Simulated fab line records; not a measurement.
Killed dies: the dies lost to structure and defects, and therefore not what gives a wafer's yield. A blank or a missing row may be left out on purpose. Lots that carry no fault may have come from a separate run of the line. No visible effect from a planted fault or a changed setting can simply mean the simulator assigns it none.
One fault seen from 2 desks || flow gf180mcu || only its own numbers are on each desk; what lay behind them is given at the end

AT THE TOOL OWNER'S DESK: rtpAnneal-02
The tool's own readings at GF_PSD_RTA_13 (time 20 s): means of the sampled wafers that have a number, for each lot that ran on this tool. If a lot's mean is further than 4 standard deviations from the usual mean, the lot is out of limits and carries the mark OUT (the distance appears in the brackets).
Columns: A = lampPowerPct at GF_PSD_RTA_13, usual 40 %; B = runLengthS at GF_PSD_RTA_13, usual 49.02 s; C = wafer_temp_C_max at GF_PSD_RTA_13, usual 1029.6
{"lot": "L260", "first seen here": "day 13 23:13", "A": 43, "B": 49.18, "C": 1029.4}
{"lot": "L263", "first seen here": "day 14 22:04", "A": 43, "B": 49.21, "C": 1030.1}
{"lot": "L265", "first seen here": "day 15 17:25", "A": 43, "B": 49.06, "C": 1030.0}
{"lot": "L268", "first seen here": "day 17 01:18", "A": 43, "B": "52.61 (+16) OUT", "C": 1030.0}
{"lot": "L270", "first seen here": "day 18 01:10", "A": 43, "B": "52.71 (+16) OUT", "C": 1030.4}
{"lot": "L272", "first seen here": "day 18 08:28", "A": 43, "B": "52.64 (+16) OUT", "C": 1029.2}
{"lot": "L278", "first seen here": "day 20 13:07", "A": 43, "B": 49.01, "C": 1029.5}
{"lot": "L279", "first seen here": "day 20 17:44", "A": 43, "B": 49.17, "C": 1029.7}
{"lot": "L280", "first seen here": "day 21 10:58", "A": 43, "B": 49.26, "C": 1029.8}
{"lot": "L282", "first seen here": "day 22 03:05", "A": 43, "B": 49.01, "C": 1029.1}
This desk finds L268, L270, L272 out of limits, L268 being first, at day 17 01:18 (runLengthS at GF_PSD_RTA_13). L260, L263, L265, L278, L279, L280, L282 stayed within limits.

THE METROLOGY DESK
What the gauges read, lot by lot, whatever tool the lot ran on: means of the sampled wafers that have a number. If a lot's mean is further than 4 standard deviations from the usual mean, the lot is out of limits and carries the mark OUT (the distance appears in the brackets).
Columns: A = NSD_OVL at GF_NSD_OVL_MEAS_08, usual -0.9 nm; B = NSD_TW at GF_NSD_TW_MEAS_12, usual 4290; C = NSD_RS at GF_PSD_RS_MEAS_14, usual 46.15 ohm/sq; D = PSD_RS at GF_PSD_RS_MEAS_15, usual 108.6 ohm/sq
{"lot": "L260", "first seen here": "day 13 02:25", "A": -2.7, "B": 4260, "C": 46.10, "D": 108.2}
{"lot": "L261", "first seen here": "day 13 15:29", "A": -0.9, "B": 4301, "C": 46.11, "D": 108.6}
{"lot": "L263", "first seen here": "day 14 01:11", "A": 0.1, "B": 4298, "C": 46.03, "D": 108.3}
{"lot": "L265", "first seen here": "day 14 18:46", "A": 0.3, "B": 4307, "C": 46.09, "D": 108.1}
{"lot": "L268", "first seen here": "day 16 01:38", "A": 0.3, "B": 4328, "C": "45.39 (-6.9) OUT", "D": "107.1 (-4.6) OUT"}
{"lot": "L270", "first seen here": "day 17 01:11", "A": -1.1, "B": 4265, "C": "45.36 (-7.2) OUT", "D": "107.1 (-4.4) OUT"}
{"lot": "L272", "first seen here": "day 17 07:46", "A": 0.5, "B": 4336, "C": "45.28 (-7.9) OUT", "D": "106.3 (-6.8) OUT"}
{"lot": "L274", "first seen here": "day 18 01:56", "A": 0.1, "B": 4297, "C": 46.29, "D": 109.1}
{"lot": "L275", "first seen here": "day 18 08:35", "A": 1.4, "B": 4275, "C": 46.17, "D": 108.9}
{"lot": "L278", "first seen here": "day 19 12:07", "A": -1.9, "B": 4257, "C": 46.24, "D": 108.8}
{"lot": "L279", "first seen here": "day 19 17:07", "A": -2.4, "B": 4295, "C": 46.00, "D": 108.4}
{"lot": "L280", "first seen here": "day 20 10:47", "A": -0.5, "B": 4261, "C": 46.05, "D": 108.6}
{"lot": "L281", "first seen here": "day 20 17:01", "A": 0.5, "B": 4276, "C": 46.29, "D": 108.7}
{"lot": "L282", "first seen here": "day 21 02:37", "A": -1.0, "B": 4287, "C": 46.13, "D": 108.5}
This desk's result: L268, L270, L272 out of limits, first on L268 (NSD_RS at GF_PSD_RS_MEAS_14), day 17 01:23. L260, L261, L263, L265, L274, L275, L278, L279, L280, L281, L282 stayed within limits.

BROUGHT TOGETHER
An alarm could have come from the tool owner's desk at day 17 01:18, on L268, L270, L272.
The metrology desk could have raised an alarm at day 17 01:23, on L268, L270, L272.
Every lot named ran GF_PSD_RTA_13 on rtpAnneal-02.

WHAT WAS PUT IN BY THE SIMULATOR
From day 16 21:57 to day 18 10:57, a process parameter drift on rtpAnneal-02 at GF_PSD_RTA_13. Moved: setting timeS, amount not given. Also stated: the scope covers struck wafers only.
Shown lots that were struck: L268, L270, L272.
Fault start to first reading out of limits, in hours, per desk: tool owner, 3; metrology, 3.
